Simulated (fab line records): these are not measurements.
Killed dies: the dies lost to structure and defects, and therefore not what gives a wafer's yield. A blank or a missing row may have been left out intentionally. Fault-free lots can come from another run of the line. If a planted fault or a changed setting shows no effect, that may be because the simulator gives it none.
fab line records + flow sfq-line
record:
- lots: 5
- wafers: 15
- last-day: 91
route steps=325 shown M3@125 I3@133
lots that met no fault: taken from a fault-free run of the same line
start-h: hours from the record's opening day to when the first of the lot's shown wafers began + wait-h: how many hours have passed since the lot's step before this one + " unchanged from the row above + L1.1+2: several wafers, shown together as one row + - either no value or no given start + * or withheld: withheld + < > ~ a bound
route shown NAME@n: NAME is a module with steps in the file, n the number in the route of the first one + usual: mean/standard deviation of fault-free wafers + same: alike in all rows + chamber/n: place in a boat + sites: each site's reading + _std_site: standard deviation across them + _edge_site: inner sites' mean taken away from outer sites' mean + radius-mm: how far each site lies from the wafer's centre + mask NAME#n: copy n + behind: tool/chamber where the wafer was last shaped + hold: reason for holding the lot/hours on hold/outcome of the hold + device: whichever transistor did not switch (one of n, p or np) + end of line: the same wafers' tests at the end of the route + a step with no rows: only its recipe + killed: dies lost to structure and defects at the first sort, not the wafer's yield + map: a wafer's dies, x killed, . not, _ none there
set.NAME: the setting as run; set.NAME@STEP: as run at that earlier step + model.NAME: the simulator's own value behind a step, which no gauge read
certain route steps with their lots: each step a table, each wafer a row
services: when a tool's chamber went out of use (start-h, in hours from the record's first day, below 0 if earlier), for how many hours, and the reason
== steps ==
step: SFQ_TRILAYER_M3_LITHO_EXPOSE_076
recipe:
- mask-id: M3
- na: 0.6
- source-shape: conventional
- sigma-outer: 0.65
- target-cd-nm: 500
- dose-mj: 14.4
| lot.wafer  | tool           | chamber | start-h | wait-h | mask |
|------------|----------------|---------|---------|--------|------|
| L079.2+5+6 | krf-scanner-01 | 0       | 909.23  | -      | M3#0 |
| L082.2+3+5 | krf-scanner-01 | 0       | 941.10  | -      | M3#0 |
| L085.3+4+6 | krf-scanner-01 | 0       | 984.13  | -      | M3#0 |
| L090.1+3+5 | krf-scanner-01 | 0       | 1010.37 | -      | M3#0 |
| L097.2+3+4 | krf-scanner-01 | 0       | 1070.82 | -      | M3#0 |
step: SFQ_TRILAYER_M3_LITHO_PEB_078
recipe:
- peb-temp-c: 115
- peb-time-s: 60
- resist: KrF
usual:
- heater-power-total-W: 79.16/0.064
| lot.wafer | tool           | chamber | start-h | wait-h | heater-power-total-W |
|-----------|----------------|---------|---------|--------|----------------------|
| L079.2    | litho-track-03 | 0       | 910.25  | 0.8    | 79.21                |
| L079.5    | "              | 0       | "       | "      | 79.15                |
| L079.6    | "              | 0       | "       | "      | 79.15                |
| L082.2    | litho-track-02 | 0       | 942.33  | 1.0    | 79.16                |
| L082.3    | "              | 0       | "       | "      | 79.09                |
| L082.5    | "              | 0       | "       | "      | 79.18                |
| L085.3    | litho-track-02 | 0       | 984.98  | 0.7    | 79.12                |
| L085.4    | "              | 0       | "       | "      | 79.20                |
| L085.6    | "              | 0       | "       | "      | 79.23                |
| L090.1    | litho-track-03 | 0       | 1011.57 | 1.0    | 79.13                |
| L090.3    | "              | 0       | "       | "      | 79.14                |
| L090.5    | "              | 0       | "       | "      | 79.24                |
| L097.2    | litho-track-02 | 0       | 1071.85 | 0.8    | 79.18                |
| L097.3    | "              | 0       | "       | "      | 79.09                |
| L097.4    | "              | 0       | "       | "      | 79.06                |
step: SFQ_TRILAYER_M3_LITHO_DEVELOP_077
recipe:
- time-s: 60
- resist: KrF
| lot.wafer  | tool           | chamber | start-h | wait-h |
|------------|----------------|---------|---------|--------|
| L079.2+5+6 | litho-track-03 | 0       | 910.40  | 0.1    |
| L082.2+3+5 | litho-track-02 | 0       | 942.48  | 0.1    |
| L085.3+4+6 | litho-track-02 | 0       | 985.13  | 0.1    |
| L090.1+3+5 | litho-track-03 | 0       | 1011.72 | 0.1    |
| L097.2+3+4 | litho-track-02 | 0       | 1072.00 | 0.1    |
step: SFQ_M3_OVL_MEAS_921
usual:
- M3_OVL: 1/4.8
| lot.wafer | tool       | chamber | start-h | wait-h | M3_OVL[nm] |
|-----------|------------|---------|---------|--------|------------|
| L079.2    | overlay-01 | -       | 910.53  | 0.1    | -4         |
| L079.5    | "          | -       | "       | "      | -5         |
| L079.6    | "          | -       | "       | "      | -6         |
| L082.2    | overlay-02 | -       | 942.61  | 0.1    | 6          |
| L082.3    | "          | -       | "       | "      | 3          |
| L082.5    | "          | -       | "       | "      | 10         |
| L085.3    | overlay-02 | -       | 985.25  | 0.1    | -1         |
| L085.4    | "          | -       | "       | "      | -5         |
| L085.6    | "          | -       | "       | "      | 1          |
| L090.1    | overlay-01 | -       | 1011.87 | 0.1    | 6          |
| L090.3    | "          | -       | "       | "      | 7          |
| L090.5    | "          | -       | "       | "      | 5          |
| L097.2    | overlay-01 | -       | 1072.13 | 0.1    | -2         |
| L097.3    | "          | -       | "       | "      | 0          |
| L097.4    | "          | -       | "       | "      | 3          |
step: SFQ_TRILAYER_M3_BARC_OPEN_METAL_ETCH_100
recipe:
- mask-material: PR
- chemistry: O2
- target-depth-nm: 125
- target: BARC
- icp-w: 600
- bias-w: 80
- pressure-mtorr: 10
- time-s: 41.7
usual:
- drypump-motor-current-A: 5.3/0.46
- oes-product-au: 0.684/0.0042
| lot.wafer | tool         | chamber | start-h | wait-h | drypump-motor-current-A | oes-product-au | rf-hours-counter-h |
|-----------|--------------|---------|---------|--------|-------------------------|----------------|--------------------|
| L079.2    | rie-metal-03 | 1       | 910.56  | 0.0    | 6.2                     | 0.687          | 0                  |
| L079.5    | "            | 1       | "       | "      | 6.2                     | 0.686          | -                  |
| L079.6    | "            | 0       | "       | "      | 5.0                     | 0.678          | -                  |
| L082.2    | rie-metal-04 | 0       | 942.66  | 0.0    | 5.4                     | 0.680          | -                  |
| L082.3    | "            | 0       | "       | "      | 5.4                     | 0.680          | -                  |
| L082.5    | "            | 0       | "       | "      | 5.4                     | 0.686          | -                  |
| L085.3    | rie-metal-03 | 1       | 985.29  | 0.0    | 6.2                     | 0.683          | -                  |
| L085.4    | "            | 0       | "       | "      | 5.0                     | 0.681          | -                  |
| L085.6    | "            | 0       | "       | "      | 5.0                     | 0.681          | -                  |
| L090.1    | rie-metal-03 | 0       | 1011.91 | 0.0    | 5.0                     | 0.688          | 55                 |
| L090.3    | "            | 0       | "       | "      | 4.9                     | 0.694          | -                  |
| L090.5    | "            | 1       | "       | "      | 6.2                     | 0.687          | -                  |
| L097.2    | rie-metal-03 | 1       | 1072.16 | 0.0    | 6.3                     | 0.682          | 21                 |
| L097.3    | "            | 1       | "       | "      | 6.3                     | 0.686          | -                  |
| L097.4    | "            | 0       | "       | "      | 5.0                     | 0.686          | -                  |
step: SFQ_TRILAYER_M3_ETCH_METAL_ETCH_078
recipe:
- target: Nb
- stop-on: SiO2
- mask-material: PR
- chemistry: Cl2/Ar
- target-depth-nm: 240
- icp-w: 600
- bias-w: 80
- pressure-mtorr: 10
- time-s: 120
usual:
- drypump-motor-current-A: 5.4/0.47
- oes-product-au: 0.895/0.008
| lot.wafer | tool         | chamber | start-h | wait-h | drypump-motor-current-A | oes-product-au | rf-hours-counter-h |
|-----------|--------------|---------|---------|--------|-------------------------|----------------|--------------------|
| L079.2    | rie-metal-03 | 1       | 910.62  | 0.0    | 6.2                     | 0.889          | 0                  |
| L079.5    | "            | 1       | "       | "      | 6.3                     | 0.901          | -                  |
| L079.6    | "            | 0       | "       | "      | 5.0                     | 0.903          | -                  |
| L082.2    | rie-metal-04 | 0       | 942.80  | 0.1    | 5.4                     | 0.903          | -                  |
| L082.3    | "            | 0       | "       | "      | 5.4                     | 0.898          | -                  |
| L082.5    | "            | 0       | "       | "      | 5.4                     | 0.893          | -                  |
| L085.3    | rie-metal-03 | 1       | 985.37  | 0.1    | 6.2                     | 0.898          | -                  |
| L085.4    | "            | 0       | "       | "      | 5.0                     | 0.895          | -                  |
| L085.6    | "            | 0       | "       | "      | 5.0                     | 0.899          | -                  |
| L090.1    | rie-metal-03 | 0       | 1011.97 | 0.0    | 4.9                     | 0.886          | 55                 |
| L090.3    | "            | 0       | "       | "      | 5.0                     | 0.897          | -                  |
| L090.5    | "            | 1       | "       | "      | 6.2                     | 0.904          | -                  |
| L097.2    | rie-metal-03 | 1       | 1072.22 | 0.0    | 6.2                     | 0.894          | 21                 |
| L097.3    | "            | 1       | "       | "      | 6.2                     | 0.890          | -                  |
| L097.4    | "            | 0       | "       | "      | 4.9                     | 0.883          | -                  |
step: SFQ_TRILAYER_M3_STRIP_STRIP_079
recipe:
- gas: O2
- power-w: 200
- platen-temp-c: 40
- overash-fraction: 0.65
- chemistry: O2
- pressure-mtorr: 50
usual:
- drypump-motor-current-A: 5.4/0.46
- oes-product-au: 0.995/0.0091
| lot.wafer | tool         | chamber | start-h | wait-h | drypump-motor-current-A | oes-product-au | rf-hours-counter-h |
|-----------|--------------|---------|---------|--------|-------------------------|----------------|--------------------|
| L079.2    | rie-metal-03 | 1       | 910.75  | 0.1    | 6.2                     | 1.001          | 0                  |
| L079.5    | "            | 1       | "       | "      | 6.2                     | 1.000          | -                  |
| L079.6    | "            | 0       | "       | "      | 5.0                     | 0.993          | -                  |
| L082.2    | rie-metal-04 | 0       | 943.21  | 0.4    | 5.4                     | 1.003          | -                  |
| L082.3    | "            | 0       | "       | "      | 5.4                     | 0.997          | -                  |
| L082.5    | "            | 0       | "       | "      | 5.4                     | 1.009          | -                  |
| L085.3    | rie-metal-03 | 1       | 985.66  | 0.2    | 6.2                     | 1.000          | -                  |
| L085.4    | "            | 0       | "       | "      | 5.0                     | 0.986          | -                  |
| L085.6    | "            | 0       | "       | "      | 5.0                     | 0.992          | -                  |
| L090.1    | rie-metal-03 | 0       | 1012.09 | 0.1    | 5.0                     | 0.996          | 55                 |
| L090.3    | "            | 0       | "       | "      | 5.0                     | 1.001          | -                  |
| L090.5    | "            | 1       | "       | "      | 6.3                     | 0.997          | -                  |
| L097.2    | rie-metal-03 | 1       | 1072.34 | 0.1    | 6.2                     | 1.003          | 21                 |
| L097.3    | "            | 1       | "       | "      | 6.2                     | 0.995          | -                  |
| L097.4    | "            | 0       | "       | "      | 4.9                     | 0.984          | -                  |
step: SFQ_TRILAYER_M3_STRIP_SOLV_CLEAN_080
recipe:
- chemistry: NMP
- temp-c: 70
- time-s: 600
| lot.wafer  | tool         | chamber | start-h | wait-h |
|------------|--------------|---------|---------|--------|
| L079.2+5+6 | wet-bench-04 | 0,7,1   | 911.35  | 0.4    |
| L082.2+3+5 | wet-bench-04 | 6,5,0   | 944.21  | 0.8    |
| L085.3+4+6 | wet-bench-03 | 5,0,1   | 986.06  | 0.2    |
| L090.1+3+5 | wet-bench-04 | 3,1,7   | 1012.69 | 0.4    |
| L097.2+3+4 | wet-bench-03 | 6,2,1   | 1072.94 | 0.4    |
step: SFQ_TRILAYER_I3_DEP_PECVD_081
recipe:
- material: SiO2
- temp-c: 150
- time-s: 108.9
- pressure-torr: 2.4
- rf-w: 183.3
- precursor: SiH4/N2O
- target-thk-nm: 500
usual:
- heater-power-w: 82/18
- throttle-valve-pct: 24.7/1
| lot.wafer | tool     | chamber | start-h | wait-h | heater-power-w | since-wet-clean-h | throttle-valve-pct |
|-----------|----------|---------|---------|--------|----------------|-------------------|--------------------|
| L079.2    | pecvd-03 | 2       | 911.52  | 0.0    | 99             | 1073              | 25.4               |
| L079.5    | "        | 2       | "       | "      | 104            | -                 | 25.4               |
| L079.6    | "        | 1       | "       | "      | 81             | -                 | 26.2               |
| L082.2    | pecvd-04 | 0       | 944.38  | 0.0    | 83             | 367               | 23.6               |
| L082.3    | "        | 2       | "       | "      | 81             | 367               | 24.8               |
| L082.5    | "        | 2       | "       | "      | 83             | -                 | 24.7               |
| L085.3    | pecvd-04 | 1       | 986.26  | 0.0    | 90             | 409               | 23.2               |
| L085.4    | "        | 0       | "       | "      | 76             | -                 | 24.0               |
| L085.6    | "        | 2       | "       | "      | 85             | -                 | 24.8               |
| L090.1    | pecvd-04 | 2       | 1012.87 | 0.0    | 79             | 435               | 24.9               |
| L090.3    | "        | 1       | "       | "      | 93             | 435               | 23.7               |
| L090.5    | "        | 0       | "       | "      | 92             | -                 | 23.9               |
| L097.2    | pecvd-04 | 2       | 1073.12 | 0.0    | 80             | 495               | 24.8               |
| L097.3    | "        | 1       | "       | "      | 84             | 495               | 23.8               |
| L097.4    | "        | 2       | "       | "      | 83             | -                 | 25.2               |
step: SFQ_TRILAYER_I3_CMP_CMP_082
recipe:
- material: SiO2
- down-force-psi: 3
- platen-rpm: 60
- pad-velocity-m-s: 0.94248
usual:
- motor-current-A: 10.4/1.2
- slurry-filter-dp-kPa: 13.50/0.14
- time-to-endpoint-s: 206/8.3
| lot.wafer | tool   | chamber | start-h | wait-h | motor-current-A | slurry-filter-dp-kPa | time-to-endpoint-s |
|-----------|--------|---------|---------|--------|-----------------|----------------------|--------------------|
| L079.2    | cmp-02 | 2       | 928.65  | 17.1   | 8.5             | 13.38                | 188                |
| L079.5    | "      | 3       | "       | "      | 11.6            | 13.61                | 193                |
| L079.6    | "      | 0       | "       | "      | 9.5             | 13.50                | 214                |
| L082.3    | cmp-01 | 2       | 956.09  | 11.7   | 11.2            | 13.41                | 204                |
| L082.2    | "      | 3       | "       | "      | 11.8            | 13.54                | 223                |
| L082.5    | "      | 0       | "       | "      | 11.6            | 13.37                | 215                |
| L085.3    | cmp-02 | 1       | 987.15  | 0.8    | 9.7             | 13.66                | 200                |
| L085.4    | "      | 2       | "       | "      | 8.6             | 13.34                | 204                |
| L085.6    | "      | 2       | 989.65  | 3.3    | 7.6             | 13.27                | 205                |
| L090.1    | cmp-02 | 2       | 1013.63 | 0.7    | 8.5             | 13.31                | 192                |
| L090.3    | "      | 0       | 1014.63 | 1.7    | 9.0             | 13.63                | 202                |
| L090.5    | "      | 3       | 1016.13 | 3.2    | 10.9            | 13.45                | 200                |
| L097.4    | cmp-01 | 1       | 1073.20 | 0.0    | 9.7             | 13.73                | 218                |
| L097.3    | "      | 3       | 1074.20 | 1.0    | 12.0            | 13.65                | 223                |
| L097.2    | "      | 0       | "       | "      | 11.2            | 13.35                | 204                |
step: SFQ_I3_BOW_MEAS_922
recipe:
- mode: bow
usual:
- I3_BOW: 2/9.7
| lot.wafer | tool          | chamber | start-h | wait-h | I3_BOW[um] |
|-----------|---------------|---------|---------|--------|------------|
| L079.2    | film-metro-01 | -       | 930.17  | 1.0    | -1         |
| L079.5    | "             | -       | "       | "      | 15         |
| L079.6    | "             | -       | "       | "      | 4          |
| L082.2    | film-metro-03 | -       | 958.11  | 1.0    | -7         |
| L082.3    | "             | -       | "       | "      | 4          |
| L082.5    | "             | -       | "       | "      | -4         |
| L085.3    | film-metro-03 | -       | 990.19  | 2.5    | -5         |
| L085.4    | "             | -       | "       | "      | -4         |
| L085.6    | "             | -       | "       | "      | -1         |
| L090.1    | film-metro-01 | -       | 1016.63 | 2.5    | -6         |
| L090.3    | "             | -       | "       | "      | 7          |
| L090.5    | "             | -       | "       | "      | -7         |
| L097.2    | film-metro-01 | -       | 1076.22 | 1.0    | 1          |
| L097.3    | "             | -       | "       | "      | -15        |
| L097.4    | "             | -       | "       | "      | -1         |
== services ==
| tool           | chamber | start-h | hours | kind   |
|----------------|---------|---------|-------|--------|
| rie-metal-03   | -       | 888.97  | 1.4   | pm     |
| pecvd-04       | 1       | 892.97  | 6.3   | repair |
| cmp-01         | -       | 918.09  | 4.0   | pm     |
| rie-metal-04   | 1       | 924.16  | 25.1  | repair |
| krf-scanner-01 | -       | 942.10  | 1.3   | pm     |
| pecvd-03       | 2       | 946.22  | 13.2  | repair |
| rie-metal-03   | 1       | 948.62  | 3.9   | repair |
| cmp-02         | -       | 958.41  | 1.0   | repair |
| krf-scanner-01 | -       | 968.52  | 1.0   | repair |
| cmp-01         | -       | 970.29  | 1.6   | repair |
| cmp-01         | -       | 972.17  | 0.3   | repair |
| krf-scanner-01 | -       | 980.33  | 1.0   | pm     |
| pecvd-03       | 2       | 982.40  | 5.9   | repair |
| cmp-02         | -       | 995.04  | 3.4   | repair |
| cmp-02         | -       | 999.57  | 0.7   | repair |
| pecvd-03       | 0       | 1001.27 | 19.2  | repair |
| pecvd-04       | 2       | 1004.63 | 6.0   | repair |
| rie-metal-03   | -       | 1017.68 | 2.8   | pm     |
| krf-scanner-01 | -       | 1019.99 | 0.8   | pm     |
| krf-scanner-01 | -       | 1024.98 | 4.0   | pm     |
| cmp-02         | -       | 1027.19 | 4.0   | pm     |
| cmp-01         | -       | 1056.40 | 0.2   | repair |
| rie-metal-04   | -       | 1065.59 | 0.6   | repair |
| cmp-01         | -       | 1068.35 | 0.2   | repair |
== key ==
fault none
